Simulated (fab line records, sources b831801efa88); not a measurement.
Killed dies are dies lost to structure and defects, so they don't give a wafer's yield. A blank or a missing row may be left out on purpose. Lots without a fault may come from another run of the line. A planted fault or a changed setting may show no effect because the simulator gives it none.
One fault seen from 2 desks | flow sky130 | each desk has only its own numbers; what lay behind them comes last

THE TOOL OWNER'S DESK: pvd_sputter-04
The tool's own readings at SKY_METAL3_SPUTTER_03 (material Ti, target thk 5 nm, time 3.3 s): means of the sampled wafers that have a number, for each lot that ran on this tool. A lot is out of limits, marked OUT, if its mean lies more than 4 standard deviations from the usual mean; the brackets give that distance.
Columns: A = throttle_valve_pct at SKY_METAL3_SPUTTER_03, usual 30.6 %
lot  | first seen here | A
L141 | day 36 03:19    | 30.6
L143 | day 37 12:08    | 30.2
L147 | day 38 12:05    | 31.1
L148 | day 39 01:04    | 30.7
L160 | day 42 02:55    | 31.3
L162 | day 42 13:50    | 30.0
This desk's finding: nothing out of limits on any of the 6 lots.

THE METROLOGY DESK
What the gauges read, lot by lot, whatever tool the lot ran on: means of the sampled wafers that have a number. A lot is out of limits, marked OUT, if its mean lies more than 4 standard deviations from the usual mean; the brackets give that distance.
Columns: A = VIA2_W_RS at SKY_VIA2_RS_MEAS_22, usual 0.2746 ohm/sq; B = VIA2_W_THK at SKY_VIA2_THK_MEAS_23, usual 430 nm
lot  | first seen here | A      | B
L141 | day 36 02:44    | 0.2721 | 434
L143 | day 37 11:35    | 0.2730 | 443
L147 | day 38 11:32    | 0.2720 | 424
L148 | day 39 00:29    | 0.2736 | 431
L160 | day 42 02:21    | 0.2756 | 429
L162 | day 42 12:42    | 0.2770 | 432
This desk's finding: nothing out of limits on any of the 6 lots.

PUT TOGETHER
The tool owner's desk saw nothing out of limits.
The metrology desk saw nothing out of limits.

WHAT THE SIMULATOR HAD PUT IN
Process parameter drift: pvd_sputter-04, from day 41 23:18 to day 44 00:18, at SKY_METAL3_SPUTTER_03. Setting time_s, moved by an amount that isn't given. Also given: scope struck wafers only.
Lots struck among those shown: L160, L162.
